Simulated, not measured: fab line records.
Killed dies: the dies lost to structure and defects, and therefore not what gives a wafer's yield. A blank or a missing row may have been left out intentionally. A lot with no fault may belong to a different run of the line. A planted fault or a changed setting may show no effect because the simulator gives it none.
fab line records | flow sky130
record: lots: 7 wafers: 19 last_day: 50
route steps=708 shown LOCAL_INTERCONNECT@396 CONTACT@406 PAD_OPEN@708
lots with no fault: from the same line, run without faults
start_h: start of the lot's first displayed wafer, in hours after the record's first day | wait_h: hours from the lot's prior step to this one | " same as the row above | L1.1+2: several wafers, shown together as one row | - no value, or no start given | * or withheld: withheld | < > ~ a bound
route shown NAME@n: names a module that has steps shown in the file, with the first one's number in the route | usual: average and standard deviation across the fault-free wafers | same: alike in all rows | chamber/n: place in a boat | sites: the reading at each site | _std_site: standard deviation of those values | _edge_site: outer sites' mean less inner sites' | radius_mm: for every site, how far away it sits from the centre of the wafer | mask NAME#n: copy n | behind: tool/chamber where the wafer was last shaped | hold: why the lot was held/for how many hours/how that ended | device: names the non-switching transistor (n, p or np) | end of line: the route-end tests of the same wafers | a step with no rows: only its recipe | killed: at the first sort, the dies lost to defects and structure; wafer yield is something else | map: a wafer's dies, marking killed ones x, the rest . and places with no die _
set.NAME: setting as actually run; set.NAME@STEP: the setting as run at that earlier step | model.NAME: the simulator's own value behind a step, which no gauge read
a table for each step, a row for each wafer; lots at some steps of the route
services: the hour from which a tool's chamber was out of use, counted from the record's first day as start_h (under 0 if before that day), plus the number of hours and why
== steps ==
step: SKY_LOCAL_INTERCONNECT_PEB_09
recipe: peb_temp_c: withheld peb_time_s: withheld resist: KrF-thick
step: SKY_LOCAL_INTERCONNECT_DEVELOP_10
recipe: develop_time_s: 60 resist: KrF-thick dev_temp_c: 21
step: SKY_LOCAL_INTERCONNECT_CD_MEAS_11
recipe: target_cd_nm: 170
usual: cd_nm: 170.5/1.8
columns lot.wafer tool chamber start_h wait_h cd_nm
L499.1 cd_sem-01 - 772.58 - 171.7
L499.2 " - " " 170.6
L499.3 " - " " 172.0
L498.2 cd_sem-02 - 776.47 - 171.4
L498.4 " - " " 171.9
L500.1 cd_sem-01 - 781.31 - 169.8
L500.4 " - " " 169.4
L507.1 cd_sem-02 - 828.70 - 168.8
L507.2 " - " " 170.7
L507.5 " - " " 168.8
L509.4 cd_sem-02 - 850.78 - 168.1
L509.5 " - " " 168.9
L509.6 " - " " 169.9
L512.1 cd_sem-01 - 863.32 - 170.6
L512.5 " - " " 168.2
L512.6 " - " " 169.3
L515.3 cd_sem-01 - 880.52 - 170.3
L515.5 " - " " 169.5
L515.6 " - " " 169.9
step: SKY_LOCAL_INTERCONNECT_OVL_MEAS_12
usual: LOCAL_INTERCONNECT_OVL: -5/4.6
columns lot.wafer tool chamber start_h wait_h LOCAL_INTERCONNECT_OVL[nm]
L499.1 overlay-02 - 772.70 0.1 -2
L499.2 " - " " -3
L499.3 " - " " -6
L498.2 overlay-02 - 776.58 0.1 -9
L498.4 " - " " -15
L500.1 overlay-02 - 781.43 0.1 10
L500.4 " - " " -3
L507.1 overlay-02 - 828.82 0.1 -9
L507.2 " - " " -6
L507.5 " - " " -1
L509.4 overlay-02 - 850.85 0.1 -2
L509.5 " - " " -2
L509.6 " - " " -1
L512.1 overlay-02 - 863.44 0.1 -4
L512.5 " - " " -15
L512.6 " - " " -5
L515.3 overlay-02 - 880.61 0.1 -4
L515.5 " - " " 2
L515.6 " - " " -5
step: SKY_LOCAL_INTERCONNECT_ETCH_13
recipe: chemistry: N2/H2 target: BARC ion_energy_ev: 200 bias_w: 100 pressure_mtorr: 30 n2_flow_sccm: 100 h2_flow_sccm: 200 icp_w: 500 stop_on: SiO2 time_s: 45.9 target_depth_a: 600
usual: chamber_pressure_mTorr: 30.000/0.028 drypump_motor_current_A: 5.7/0.4 oes_product_au: 0.855/0.0051 throttle_valve_pct: 13.226/0.0085
columns lot.wafer tool chamber start_h wait_h chamber_pressure_mTorr drypump_motor_current_A oes_product_au rf_hours_counter_h throttle_valve_pct
L499.1 rie_metal-02 1 772.74 0.0 30.005 6.0 0.860 4 13.233
L499.2 " 0 " " 29.990 5.1 0.858 1 13.233
L499.3 " 0 " " 30.014 5.1 0.851 - 13.241
L498.2 rie_metal-03 1 776.61 0.0 29.976 5.9 0.848 3 13.234
L498.4 " 0 " " 30.008 6.1 0.846 - 13.233
L500.1 rie_metal-01 1 781.47 0.0 30.004 5.9 0.854 8 13.221
L500.4 " 1 " " 30.011 5.9 0.856 - 13.221
L507.1 rie_metal-03 0 828.86 0.0 30.017 6.1 0.865 9 13.224
L507.2 " 1 " " 30.009 5.9 0.857 5 13.239
L507.5 " 1 " " 30.002 5.9 0.857 - 13.231
L509.4 rie_metal-03 1 850.90 0.0 30.031 5.9 0.857 - 13.225
L509.5 " 0 " " 30.004 6.1 0.854 - 13.236
L509.6 " 1 " " 29.972 5.9 0.865 - 13.226
L512.1 rie_metal-03 1 863.47 0.0 29.953 5.9 0.854 6 13.228
L512.5 " 0 " " 29.982 6.1 0.850 - 13.224
L512.6 " 1 " " 30.019 5.9 0.853 - 13.224
L515.3 rie_metal-01 0 880.66 0.0 30.046 5.2 0.855 - 13.220
L515.5 " 0 " " 29.992 5.2 0.862 - 13.223
L515.6 " 1 " " 29.993 5.9 0.855 - 13.223
step: SKY_LOCAL_INTERCONNECT_METAL_ETCH_14
recipe: target_depth_nm: 110 stop_on: PSG chemistry: Cl2/BCl3 target: TiN resist_sidewall_deg: 88 pressure_mtorr: 10 icp_w: 900 bias_w: 48.5 Cl2_flow_sccm: 60 bcl3_flow_sccm: 30 time_s: 31.4
usual: chamber_pressure_mTorr: 10.000/0.0088 drypump_motor_current_A: 5.7/0.4 mfc_cl2_sccm: 60.00/0.18 oes_product_au: 0.943/0.0075 throttle_valve_pct: 21.900/0.0096
columns lot.wafer tool chamber start_h wait_h chamber_pressure_mTorr drypump_motor_current_A mfc_cl2_sccm oes_product_au rf_hours_counter_h throttle_valve_pct
L499.1 rie_metal-02 1 772.80 0.0 10.013 6.0 60.13 0.944 4 21.900
L499.2 " 0 " " 10.004 5.0 59.88 0.951 1 21.891
L499.3 " 0 " " 10.001 5.1 59.94 0.932 - 21.910
L498.2 rie_metal-03 1 776.67 0.0 9.995 5.9 59.73 0.944 3 21.884
L498.4 " 0 " " 9.993 6.1 60.09 0.939 - 21.908
L500.1 rie_metal-01 1 781.53 0.0 10.003 5.9 60.08 0.940 8 21.910
L500.4 " 1 " " 10.001 5.9 59.75 0.931 - 21.920
L507.1 rie_metal-03 0 828.92 0.0 10.026 6.1 60.12 0.946 9 21.907
L507.2 " 1 " " 9.986 5.9 60.08 0.933 5 21.911
L507.5 " 1 " " 9.994 5.9 60.17 0.937 - 21.905
L509.4 rie_metal-03 1 850.98 0.1 10.003 5.9 59.85 0.958 - 21.905
L509.5 " 0 " " 10.006 6.1 59.81 0.962 - 21.878
L509.6 " 1 " " 9.995 5.9 59.94 0.950 - 21.909
L512.1 rie_metal-03 1 863.54 0.0 10.013 5.9 59.74 0.946 6 21.907
L512.5 " 0 " " 9.991 6.1 60.19 0.944 - 21.894
L512.6 " 1 " " 9.990 5.9 59.96 0.941 - 21.915
L515.3 rie_metal-01 0 880.72 0.0 10.005 5.2 59.84 0.943 - 21.907
L515.5 " 0 " " 10.003 5.2 60.34 0.946 - 21.881
L515.6 " 1 " " 10.009 5.9 60.21 0.927 - 21.903
step: SKY_LOCAL_INTERCONNECT_STRIP_15
recipe: chemistry: O2/N2 power_w: 1400 pressure_mtorr: 1500 platen_temp_c: withheld o2_flow_sccm: 3000 n2_flow_sccm: 300 overash_fraction: 0.5
usual: chamber_pressure_mTorr: 1500.1/1.2 drypump_motor_current_A: 5.5/0.34 o2_flow_sccm: 3002/9.3 oes_product_au: 0.427/0.0046 strip_time_to_endpoint_s: 4.720/0.022
columns lot.wafer tool chamber start_h wait_h chamber_pressure_mTorr drypump_motor_current_A o2_flow_sccm oes_product_au rf_hours_counter_h strip_time_to_endpoint_s
L499.1 plasma_asher-01 1 772.85 0.0 1502.6 5.5 2993 0.431 3 4.736
L499.2 " 0 " " 1500.3 5.6 3006 0.419 3 4.722
L499.3 " 0 " " 1499.6 5.6 2987 0.420 - 4.709
L498.2 plasma_asher-04 1 776.72 0.0 1500.0 5.3 3005 0.430 66 4.722
L498.4 " 0 " " 1499.6 5.8 3002 0.430 - 4.708
L500.1 plasma_asher-04 0 781.59 0.0 1498.8 5.8 3013 0.432 67 4.712
L500.4 " 0 " " 1498.7 5.8 3008 0.425 - 4.717
L507.1 plasma_asher-02 0 828.97 0.0 1498.3 5.8 2985 0.423 94 4.719
L507.2 " 1 " " 1499.4 4.7 3003 0.425 94 4.729
L507.5 " 1 " " 1499.5 4.7 3008 0.422 - 4.720
L509.4 plasma_asher-04 0 851.06 0.1 1499.4 5.9 3003 0.429 - 4.686
L509.5 " 1 " " 1500.8 5.3 2997 0.432 - 4.718
L509.6 " 0 " " 1499.8 5.8 3001 0.417 - 4.715
L512.1 plasma_asher-02 1 863.59 0.0 1499.1 4.7 2995 0.428 98 4.705
L512.5 " 0 " " 1501.5 5.8 3007 0.425 - 4.689
L512.6 " 1 " " 1498.9 4.8 3003 0.424 - 4.690
L515.3 plasma_asher-04 1 880.79 0.1 1500.5 5.4 3000 0.431 - 4.758
L515.5 " 0 " " 1499.9 5.8 3006 0.425 - 4.738
L515.6 " 1 " " 1500.2 5.3 3007 0.424 - 4.762
step: SKY_LOCAL_INTERCONNECT_STRIP_16
recipe: chemistry: post_etch_residue_remover time_s: 1200 temp_c: 72.5
step: SKY_LOCAL_INTERCONNECT_CLEAN_17
recipe: chemistry: IPA time_s: 180 temp_c: 25
step: SKY_LOCAL_INTERCONNECT_CLEAN_18
recipe: chemistry: O3/DIW dry: n2_spin
step: SKY_CONTACT_CVD_00
recipe: material: Si3N4 target_thk_nm: 75 temp_c: 400 time_s: withheld rf_w: 450
usual: heater_power_w: 744/83
columns lot.wafer tool chamber start_h wait_h heater_power_w
L499.1 pecvd-04 2 773.48 0.0 726
L499.2 " 1 " " 896
L499.3 " 0 " " 656
L498.2 pecvd-02 1 777.31 0.0 696
L498.4 " 0 " " 610
L500.1 pecvd-01 1 782.19 0.0 756
L500.4 " 1 " " 768
L507.1 pecvd-01 0 830.08 0.0 714
L507.2 " 2 " " 807
L507.5 " 2 " " 811
L509.4 pecvd-04 2 851.63 0.0 733
L509.5 " 1 " " 739
L509.6 " 0 " " 644
L512.1 pecvd-04 0 864.18 0.0 722
L512.5 " 0 " " 706
L512.6 " 1 " " 837
L515.3 pecvd-02 0 881.35 0.0 614
L515.5 " 0 " " 604
L515.6 " 1 " " 721
step: SKY_CONTACT_THK_MEAS_01
recipe: reads: Si3N4_of_CONTACT_CVD_00
usual: CONTACT_CVD_00_THK: 75.0/0.88
columns lot.wafer tool chamber start_h wait_h CONTACT_CVD_00_THK[nm]
L499.1 film_metro-02 - 773.52 - 74.4
L499.2 " - " " 74.4
L499.3 " - " " 75.3
L498.2 film_metro-01 - 777.36 - 74.9
L498.4 " - " " 75.4
L500.1 film_metro-02 - 782.22 - 74.4
L500.4 " - " " 75.1
L507.1 film_metro-01 - 830.13 - 74.0
L507.2 " - " " 74.2
L507.5 " - " " 74.7
L509.4 film_metro-03 - 851.68 - 76.6
L509.5 " - " " 76.3
L509.6 " - " " 74.6
L512.1 film_metro-02 - 864.21 - 73.3
L512.5 " - " " 75.2
L512.6 " - " " 74.7
L515.3 film_metro-03 - 881.41 - 73.9
L515.5 " - " " 75.6
L515.6 " - " " 75.7
step: SKY_CONTACT_HDPCVD_02
recipe: material: SiO2 target_thk_nm: 565 sigma_open_frac: 0.3 time_s: 94.2 temp_c: 600 sih4_flow_sccm: 60 pressure_mtorr: 6
columns lot.wafer tool chamber start_h wait_h model.SiO2_of_CONTACT_HDPCVD_02.thk_nm
L499.1 hdpcvd-02 2 773.58 0.1 918.6
L499.2 " 1 " " 924.4
L499.3 " 0 " " 555.7
L498.2 hdpcvd-02 0 777.41 0.0 917.3
L498.4 " 0 " " 558.1
L500.1 hdpcvd-02 2 782.28 0.1 923.9
L500.4 " 0 " " 559.7
L507.1 hdpcvd-01 2 830.19 0.1 576.4
L507.2 " 1 " " 575.9
L507.5 " 0 " " 572
L509.4 hdpcvd-02 0 851.74 0.1 560.6
L509.5 " 2 " " 562.6
L509.6 " 1 " " 563.3
L512.1 hdpcvd-02 2 864.27 0.1 565.4
L512.5 " 1 " " 568.8
L512.6 " 2 " " 561.4
L515.3 hdpcvd-01 0 881.45 0.0 568.7
L515.5 " 0 " " 574.1
L515.6 " 2 " " 571
step: SKY_CONTACT_THK_MEAS_03
recipe: reads: SiO2_of_CONTACT_HDPCVD_02
usual: CONTACT_HDPCVD_THK: 567/5.7
columns lot.wafer tool chamber start_h wait_h hold CONTACT_HDPCVD_THK[nm]
L499.1 film_metro-03 - 773.65 0.0 await_dispo/0.2h/release 919
L499.2 " - " " await_dispo/0.2h/release 925
L499.3 " - " " await_dispo/0.2h/release 555
L499.1 film_metro-03 - 773.87 0.2 - 918
L499.2 " - " " - 925
L499.3 " - " " - 556
L498.2 film_metro-02 - 777.49 0.0 await_dispo/0.2h/release 917
L498.4 " - " " await_dispo/0.2h/release 558
L498.2 film_metro-02 - 777.71 0.2 - 917
L498.4 " - " " - 558
L500.1 film_metro-01 - 782.35 0.0 await_dispo/0.2h/release 924
L500.4 " - " " await_dispo/0.2h/release 559
L500.1 film_metro-01 - 782.57 0.2 - 924
L500.4 " - " " - 560
L507.1 film_metro-03 - 830.26 0.0 - 576
L507.2 " - " " - 576
L507.5 " - " " - 572
L509.4 film_metro-02 - 851.81 0.0 - 561
L509.5 " - " " - 563
L509.6 " - " " - 563
L512.1 film_metro-03 - 864.34 0.0 - 565
L512.5 " - " " - 569
L512.6 " - " " - 562
L515.3 film_metro-02 - 881.53 0.1 - 569
L515.5 " - " " - 575
L515.6 " - " " - 571
step: SKY_CONTACT_CMP_04
recipe: material: SiO2 down_force_psi: 4 platen_rpm: 60 pad_velocity_m_s: 0.94248
usual: motor_current_A: 12.2/0.84 platen_rpm: 60.00/0.039 time_to_endpoint_s: 83/3.5
columns lot.wafer tool chamber start_h wait_h hold motor_current_A platen_rpm time_to_endpoint_s
L499.3 cmp-01 2 775.51 1.6 await_dispo/1.6h/release 11.7 60.07 84
L499.2 " 3 " " await_dispo/1.6h/release 12.4 60.01 214
L499.1 " 1 " " await_dispo/1.6h/release 12.9 60.02 215
L498.2 cmp-01 0 780.67 2.9 await_dispo/2.9h/release 10.3 60.07 202
L498.4 " 1 " " await_dispo/2.9h/release 12.6 59.99 77
L500.1 cmp-01 1 785.72 3.1 await_dispo/3.0h/release 12.9 60.00 206
L500.4 " 3 " " await_dispo/3.0h/release 12.2 60.05 77
L507.2 cmp-02 1 830.37 0.1 - 12.1 60.03 83
L507.1 " 2 " " - 12.8 60.01 89
L507.5 " 0 " " - 13.4 60.06 88
L509.4 cmp-01 2 851.99 0.2 - 11.6 60.01 81
L509.6 " 3 " " - 12.1 60.03 83
L509.5 " 0 " " - 10.7 59.96 82
L512.1 cmp-02 1 864.55 0.2 - 12.0 59.92 85
L512.6 " 2 " " - 11.7 59.94 82
L512.5 " 3 " " - 13.4 60.04 85
L515.3 cmp-01 1 881.72 0.2 - 12.7 60.00 85
L515.5 " 2 " " - 12.3 60.02 90
L515.6 " 3 " " - 12.5 60.02 85
step: SKY_CONTACT_BOW_MEAS_05
recipe: mode: bow
usual: CONTACT_BOW: 81/6.4
columns lot.wafer tool chamber start_h wait_h CONTACT_BOW[um]
L499.1 film_metro-03 - 775.85 0.1 86
L499.2 " - " " 73
L499.3 " - " " 66
L498.2 film_metro-02 - 781.06 0.3 84
L498.4 " - " " 85
L500.1 film_metro-02 - 785.97 0.2 76
L500.4 " - " " 88
L507.1 film_metro-02 - 830.62 0.1 79
L507.2 " - " " 88
L507.5 " - " " 88
L509.4 film_metro-01 - 852.20 0.2 75
L509.5 " - " " 90
L509.6 " - " " 80
L512.1 film_metro-02 - 864.70 0.1 77
L512.5 " - " " 75
L512.6 " - " " 84
L515.3 film_metro-01 - 881.91 0.1 77
L515.5 " - " " 71
L515.6 " - " " 87
step: SKY_PAD_OPEN_PROBE_99
usual: killed_at_M0_to_M3: 44/7 killed_at_M4_up: 3.0/1.7 killed_at_contacts: 24/5.2 killed_at_front_end: 15/4.8 killed_at_other: 0.2/0.56 killed_dies: 86/9.7 killed_open: 47/7.1 killed_short: 39/6.3
same: gross_dies: 492 killed_at_back_side: 0
columns lot.wafer tool chamber start_h wait_h hold killed_at_M0_to_M3 killed_at_M4_up killed_at_contacts killed_at_front_end killed_at_other killed_dies killed_open killed_short
L499.1 prober-02 - 1127.88 0.1 - 58 2 43 11 0 114 52 62
L499.2 prober-02 - 1127.93 0.1 - 46 4 32 15 0 97 45 52
L499.3 prober-02 - 1127.98 0.2 - 37 4 30 14 0 85 42 43
L498.2 prober-01 - 1130.13 0.1 await_dispo/1.7h/release 38 3 18 8 1 68 35 33
L498.4 prober-01 - 1130.23 0.2 await_dispo/1.7h/release 40 2 35 10 0 87 42 45
L500.1 prober-02 - 1137.29 0.1 await_dispo/3.6h/release 54 3 16 16 0 89 43 46
L500.4 prober-02 - 1137.44 0.2 await_dispo/3.6h/release 43 1 15 10 0 69 33 36
L507.1 prober-02 - 1168.15 0.1 - 52 2 25 14 1 94 52 41
L507.2 prober-02 - 1168.20 0.1 - 38 3 25 20 0 86 46 40
L507.5 prober-02 - 1168.35 0.2 - 45 2 25 18 1 91 51 40
L509.4 prober-02 - 1182.81 0.2 - 44 4 26 13 0 87 45 42
L509.5 prober-02 - 1182.86 0.2 - 36 5 23 14 0 78 36 42
L509.6 prober-02 - 1182.91 0.2 - 43 3 25 12 0 83 47 35
L512.1 prober-01 - 1192.08 0.1 - 54 4 25 17 0 100 52 48
L512.5 prober-01 - 1192.28 0.2 - 40 1 32 22 0 95 58 37
L512.6 prober-01 - 1192.33 0.2 - 63 1 24 4 0 92 52 40
L515.3 prober-02 - 1200.14 0.2 - 47 3 39 18 0 107 55 51
L515.5 prober-02 - 1200.24 0.2 - 50 0 16 15 0 81 43 38
L515.6 prober-02 - 1200.29 0.2 - 43 1 24 16 0 84 44 38
killed by level:class
L499.1 VIA1:geometric_particle:open=13 METAL1:geometric_particle:short=12 CONTACT:geometric_particle:open=11 LI_CONTACT:geometric_particle:short=9 CONTACT:geometric_particle:short=8 LI_CONTACT:geometric_particle:open=7 LOCAL_INTERCONNECT:geometric_particle:short=7 METAL3:geometric_particle:short=7
L499.2 CONTACT:geometric_particle:open=10 LI_CONTACT:geometric_particle:short=9 VIA1:geometric_particle:short=9 VIA1:geometric_particle:open=9 METAL3:geometric_particle:short=7 CONTACT:geometric_particle:short=6 METAL1:geometric_particle:short=6 VIA2:geometric_particle:open=6
L499.3 CONTACT:geometric_particle:open=14 VIA1:geometric_particle:open=11 METAL2:geometric_particle:short=7 LOCAL_INTERCONNECT:geometric_particle:short=6 CONTACT:geometric_particle:short=6 FIELD_ISO:geometric_particle:short=5 POLY_GATE:geometric_particle:short=5 VIA1:geometric_particle:short=5
L498.2 CONTACT:geometric_particle:open=7 CONTACT:geometric_particle:short=7 VIA1:geometric_particle:open=7 VIA2:geometric_particle:open=7 METAL1:geometric_particle:short=6 METAL3:geometric_particle:short=5 VIA1:geometric_particle:short=4 VIA3:geometric_particle:open=4
L498.4 LI_CONTACT:geometric_particle:open=12 CONTACT:geometric_particle:open=9 METAL1:geometric_particle:short=6 VIA1:geometric_particle:short=6 VIA1:geometric_particle:open=6 LOCAL_INTERCONNECT:geometric_particle:short=5 METAL2:geometric_particle:short=5 LI_CONTACT:geometric_particle:short=4
L500.1 VIA1:geometric_particle:open=14 METAL2:geometric_particle:short=9 VIA3:geometric_particle:open=8 CONTACT:geometric_particle:open=7 FIELD_ISO:geometric_particle:short=6 LOCAL_INTERCONNECT:geometric_particle:short=5 VIA2:geometric_particle:open=5 POLY_GATE:geometric_particle:open=4
L500.4 METAL2:geometric_particle:short=11 CONTACT:geometric_particle:open=8 VIA1:geometric_particle:open=7 POLY_GATE:geometric_particle:short=5 VIA2:geometric_particle:open=5 CONTACT:geometric_particle:short=4 POLY_GATE:geometric_particle:open=3 METAL1:geometric_particle:short=3
L507.1 VIA1:geometric_particle:open=11 LI_CONTACT:geometric_particle:open=10 METAL1:geometric_particle:short=9 VIA1:geometric_particle:short=7 VIA3:geometric_particle:open=7 CONTACT:geometric_particle:open=6 METAL2:geometric_particle:short=6 FIELD_ISO:geometric_particle:open=5
L507.2 CONTACT:geometric_particle:open=11 VIA1:geometric_particle:open=10 POLY_GATE:geometric_particle:short=7 LI_CONTACT:geometric_particle:open=6 VIA2:geometric_particle:short=5 VIA3:geometric_particle:open=5 FIELD_ISO:geometric_particle:open=4 LOCAL_INTERCONNECT:geometric_particle:short=4
L507.5 CONTACT:geometric_particle:open=10 VIA1:geometric_particle:open=9 FIELD_ISO:geometric_particle:short=8 VIA3:geometric_particle:open=7 VIA2:geometric_particle:open=6 LI_CONTACT:geometric_particle:open=5 METAL1:geometric_particle:short=5 VIA2:geometric_particle:short=5
L509.4 VIA1:geometric_particle:open=13 LI_CONTACT:geometric_particle:open=7 CONTACT:geometric_particle:open=7 METAL1:geometric_particle:short=7 LOCAL_INTERCONNECT:geometric_particle:short=5 VIA2:geometric_particle:open=5 FIELD_ISO:geometric_particle:short=4 FIELD_ISO:geometric_particle:open=4
L509.5 LOCAL_INTERCONNECT:geometric_particle:short=8 VIA3:geometric_particle:open=8 VIA1:geometric_particle:open=7 VIA1:geometric_particle:short=6 FIELD_ISO:geometric_particle:short=5 METAL3:geometric_particle:short=5 LI_CONTACT:geometric_particle:open=5 METAL4:geometric_particle:short=5
L509.6 VIA1:geometric_particle:open=11 LI_CONTACT:geometric_particle:open=9 VIA1:geometric_particle:short=7 VIA3:geometric_particle:open=7 CONTACT:geometric_particle:open=6 LOCAL_INTERCONNECT:geometric_particle:short=5 VIA2:geometric_particle:open=4 VIA3:geometric_particle:short=4
L512.1 VIA1:geometric_particle:open=14 CONTACT:geometric_particle:open=11 VIA3:geometric_particle:open=7 METAL1:geometric_particle:short=6 METAL3:geometric_particle:short=6 FIELD_ISO:geometric_particle:short=5 LI_CONTACT:geometric_particle:open=5 METAL2:geometric_particle:short=5
L512.5 CONTACT:geometric_particle:open=12 VIA1:geometric_particle:open=11 FIELD_ISO:geometric_particle:open=9 LI_CONTACT:geometric_particle:open=9 POLY_GATE:geometric_particle:short=7 CONTACT:geometric_particle:short=6 VIA3:geometric_particle:open=6 METAL1:geometric_particle:short=5
L512.6 VIA1:geometric_particle:open=15 CONTACT:geometric_particle:open=13 VIA3:geometric_particle:open=10 VIA1:geometric_particle:short=8 METAL2:geometric_particle:short=7 METAL1:geometric_particle:short=6 VIA2:geometric_particle:short=6 VIA2:geometric_particle:open=6
L515.3 CONTACT:geometric_particle:open=11 LI_CONTACT:geometric_particle:open=9 CONTACT:geometric_particle:short=9 VIA1:geometric_particle:open=9 METAL1:geometric_particle:short=8 VIA3:geometric_particle:open=7 VIA2:geometric_particle:open=5 LOCAL_INTERCONNECT:geometric_particle:short=4
L515.5 VIA3:geometric_particle:open=10 METAL1:geometric_particle:short=7 VIA2:geometric_particle:open=7 CONTACT:geometric_particle:open=6 VIA1:geometric_particle:short=5 VIA1:geometric_particle:open=5 METAL2:geometric_particle:short=5 FIELD_ISO:geometric_particle:open=4
L515.6 VIA2:geometric_particle:open=8 VIA3:geometric_particle:open=6 LI_CONTACT:geometric_particle:open=6 LOCAL_INTERCONNECT:geometric_particle:short=6 CONTACT:geometric_particle:open=5 VIA1:geometric_particle:short=5 VIA1:geometric_particle:open=5 FIELD_ISO:geometric_particle:open=4
map L498.4 (x killed, . not)
__________.xx......._________
________x.x.x..x......_______
______...xx..x..x......._____
_____x............x....x.____
____.x......xx...x...x....___
___....x........xx.x..x.x..__
__.......x...x..x...x.x....._
_xx.............x..x.......x.
_x........x...........x.....x
_xx.........x........xx.....x
_........x...x..............x
_.xx..x....x........x...x....
_x..x....x.x...........x.....
_......x..xx......x.....x...x
_..........................x.
__.......xx.x.........x...x._
___x..x......x.............__
____...x...x.............x___
_____.......xx.....x.....____
______....x.x.x.......x._____
________.x.........x.._______
__________..x......x_________
map L499.1 (x killed, . not)
__________..x.....x._________
________..xx.........._______
______.x.........x..x..._____
_____.....x.....x........____
____....x.x.x...........xx___
___.x......x..x.xx..x....x.__
__...xx..x.......xx..xx....._
_x...xx...x....x..x.......xx.
_.x....x.........x.x.x.......
_..x...x......x..xx.x.x......
_...x.......x.......x...x....
_.....x.x.xx..x....xx......x.
_.......x..x........x.xx.....
_......xx.x..xx..xx.x.x....x.
_xx..........x...x..x.....x..
__x............xx..xx.xxx..._
___xx....x.x........x....x.__
____x.x..x.x.xx...x..x..x.___
_____.x..........x.......____
______.x..xx........x..._____
________...x.........._______
__________......x.xx_________
== services ==
columns tool chamber start_h hours kind
hdpcvd-01 - 756.67 1.5 repair
cmp-01 - 758.75 1.3 repair
hdpcvd-01 2 767.88 36.3 repair
pecvd-04 2 789.70 2.1 scheduled_down
plasma_asher-01 - 793.08 2.8 pm
plasma_asher-02 - 793.68 1.0 repair
pecvd-04 0 806.46 21.0 repair
pecvd-01 0 811.34 2.1 scheduled_down
rie_metal-03 - 816.32 1.4 pm
pecvd-01 0 819.57 5.5 scheduled_down
pecvd-01 1 825.03 5.5 scheduled_down
pecvd-04 0 830.73 5.5 scheduled_down
hdpcvd-02 - 831.40 6.0 pm
pecvd-02 1 842.62 5.5 scheduled_down
plasma_asher-02 - 866.62 2.1 repair
pecvd-01 1 872.14 5.8 repair
pecvd-01 1 880.70 5.0 scheduled_down
== key ==
first_sign: step: SKY_CONTACT_THK_MEAS_03 reading: visit direction: added
effect: step: SKY_CONTACT_THK_MEAS_03 reading: CONTACT_HDPCVD_THK direction: up sigmas: 62 usual: 567 struck: 921
effect: step: SKY_CONTACT_CMP_04 reading: time_to_endpoint_s direction: up sigmas: 36 usual: * struck: *
effect: step: SKY_PAD_OPEN_PROBE_99 reading: hold direction: added
model_effect: step: SKY_CONTACT_HDPCVD_02 value: SiO2_of_CONTACT_HDPCVD_02.thk_nm without: 561.1 struck: 921.1
met_at SKY_CONTACT_HDPCVD_02
struck_wafers L498.2,L499.1,L499.2,L500.1
tester_left_out L498,L499,L500
fault: kind: process_parameter_drift tool: hdpcvd-02 chamber: - onset_h: 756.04 steps: SKY_CONTACT_HDPCVD_02 channel: target_thk_nm offset: 359.95 shape: step end_h: 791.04 scope: struck_wafers_only acts_in: these_recipes_only stated: 565
tester_left_out: of these lots the tester's yield and bins aren't shown, on N5 and GAA mostly nor the transistor test; their killed dies are dies lost to structure and defects alone, not to doping, threshold or leakage, so they don't give the yield
